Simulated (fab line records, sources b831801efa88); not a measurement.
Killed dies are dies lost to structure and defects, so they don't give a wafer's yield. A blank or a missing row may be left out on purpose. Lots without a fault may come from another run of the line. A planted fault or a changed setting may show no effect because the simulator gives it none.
Which tool did it? | flow gf180mcu | 13 lots, 39 wafers sampled, at 4 steps of a route of 602

WHAT THE GAUGES READ, wafer by wafer
GF_V4_THK_MEAS_03.
lot  | measured     | on            | V4_CVD_02_THK (nm)
L289 | day 23 20:39 | film_metro-03 | 842 862 870
L294 | day 25 12:28 | film_metro-03 | 844 856 858
L293 | day 25 12:50 | film_metro-03 | 839 841 857
L298 | day 26 22:38 | film_metro-03 | 852 865 869
L299 | day 27 09:26 | film_metro-04 | 843 850 866
L301 | day 27 16:32 | film_metro-02 | 839 834 854
L302 | day 27 21:11 | film_metro-03 | 850 836 855
L303 | day 28 09:32 | film_metro-03 | 845 865 850
L304 | day 28 17:12 | film_metro-03 | 848 843 852
L305 | day 28 21:52 | film_metro-02 | 827 848 847
L307 | day 29 11:43 | film_metro-04 | 835 851 840
L308 | day 30 00:57 | film_metro-02 | 847 862 849
L310 | day 30 04:32 | film_metro-03 | 844 827 843

GF_PASSIVATION_THK_MEAS_01.
lot  | measured     | on            | PASSIVATION_CVD_00_THK (nm)
L289 | day 28 11:45 | film_metro-03 | 981 997 1001
L294 | day 29 23:53 | film_metro-04 | 993 998 1002
L293 | day 30 01:16 | film_metro-03 | 979 1002 1022
L298 | day 31 03:28 | film_metro-02 | 1008 1010 1027
L299 | day 31 17:00 | film_metro-03 | 993 984 1003
L301 | day 31 20:56 | film_metro-03 | 980 975 1005
L302 | day 31 22:56 | film_metro-03 | 1001 989 1021
L303 | day 32 12:29 | film_metro-04 | 986 1016 1016
L304 | day 32 17:08 | film_metro-03 | 999 991 1003
L305 | day 32 20:57 | film_metro-03 | 1000 1019 1018
L307 | day 33 09:49 | film_metro-04 | 1009 1008 1015
L308 | day 33 19:17 | film_metro-02 | 998 1013 999
L310 | day 33 22:10 | film_metro-03 | 995 986 1013

WHICH TOOL RAN EACH LOT (tool, then ch and the chambers of the sampled wafers, then the start)
lot  | GF_M3_SPUTTER_04             | GF_V4_STRIP_18
L289 | pvd_sputter-03, day 20 18:32 | plasma_asher-01 ch 0,1, day 24 19:15
L294 | pvd_sputter-01, day 22 13:19 | plasma_asher-03 ch 0,1, day 26 09:46
L293 | pvd_sputter-02, day 22 13:41 | plasma_asher-02 ch 0,1, day 26 10:49
L298 | pvd_sputter-03, day 24 03:57 | plasma_asher-02 ch 1, day 27 19:43
L299 | pvd_sputter-02, day 24 15:20 | plasma_asher-02 ch 0,1, day 28 07:20
L301 | pvd_sputter-03, day 24 22:11 | plasma_asher-03 ch 0,1, day 28 12:40
L302 | pvd_sputter-01, day 25 03:56 | plasma_asher-02 ch 0,1, day 28 16:07
L303 | pvd_sputter-03, day 25 16:40 | plasma_asher-01 ch 0,1, day 29 06:10
L304 | pvd_sputter-03, day 26 02:13 | plasma_asher-01 ch 0,1, day 29 12:58
L305 | pvd_sputter-03, day 26 05:32 | plasma_asher-02 ch 0,1, day 29 17:36
L307 | pvd_sputter-02, day 26 20:30 | plasma_asher-02 ch 0,1, day 30 07:13
L308 | pvd_sputter-01, day 27 07:53 | plasma_asher-03 ch 0,1, day 30 19:45
L310 | pvd_sputter-01, day 27 13:28 | plasma_asher-03 ch 0, day 30 22:55
- GF_M3_SPUTTER_04: material TiN, target thk 50 nm, time 41.7 s.
- GF_V4_STRIP_18: strips in O2/N2.

WHAT THE TOOLS THEMSELVES READ (means of the sampled wafers that have a number; where no wafer has one, the mark that the record gives instead)
GF_M3_SPUTTER_04.
lot  | tool           | throttle_valve_pct (%)
L289 | pvd_sputter-03 | 30.1
L294 | pvd_sputter-01 | 29.6
L293 | pvd_sputter-02 | 28.7
L298 | pvd_sputter-03 | 29.4
L299 | pvd_sputter-02 | 29.2
L301 | pvd_sputter-03 | 29.5
L302 | pvd_sputter-01 | 29.5
L303 | pvd_sputter-03 | 30.0
L304 | pvd_sputter-03 | 28.6
L305 | pvd_sputter-03 | 30.1
L307 | pvd_sputter-02 | 29.2
L308 | pvd_sputter-01 | 28.7
L310 | pvd_sputter-01 | 30.1

GF_V4_STRIP_18.
lot  | tool            | drypump_motor_current_A (A) | heater_power_w (W) | oes_product_au (a.u.)
L289 | plasma_asher-01 | 5.73                        | 340                | 0.586
L294 | plasma_asher-03 | 6.00                        | 384                | 0.592
L293 | plasma_asher-02 | 5.83                        | 356                | 0.590
L298 | plasma_asher-02 | 5.60                        | 328                | 0.586
L299 | plasma_asher-02 | 5.81                        | 351                | 0.592
L301 | plasma_asher-03 | 6.03                        | 390                | 0.592
L302 | plasma_asher-02 | 5.71                        | 343                | 0.591
L303 | plasma_asher-01 | 5.72                        | 337                | 0.593
L304 | plasma_asher-01 | 5.73                        | 336                | 0.593
L305 | plasma_asher-02 | 5.72                        | 343                | 0.588
L307 | plasma_asher-02 | 5.83                        | 355                | 0.594
L308 | plasma_asher-03 | 6.09                        | 366                | 0.594
L310 | plasma_asher-03 | 6.16                        | 336                | 0.592

THE ANSWER, worked out from the rows above alone
Rule: what is usual is taken from the lots themselves. Put in order of their means at a reading, lots are off if they are a third of the lots or fewer, leave a main group of 4 or more, and stand apart from it by a gap of 3 or more times the standard deviation of the main group's means; of several such gaps the widest counts. A main group whose means are all the same, to the digits that the tables above print for the reading, isn't used. A lot without any number at a reading at which 4 lots or more have one is off too. The other lots that the step has rows for count as sound. The gauges are gone through in route order, then the tools' own readings, and for those a lot's mean is taken as printed above. The first step at which some lot is off is used, and at that step the reading that is off furthest; a lot without a number counts as furthest.
No lot is off at any reading shown: from this, nothing can be told.

WHAT THE SIMULATOR HAD PUT IN
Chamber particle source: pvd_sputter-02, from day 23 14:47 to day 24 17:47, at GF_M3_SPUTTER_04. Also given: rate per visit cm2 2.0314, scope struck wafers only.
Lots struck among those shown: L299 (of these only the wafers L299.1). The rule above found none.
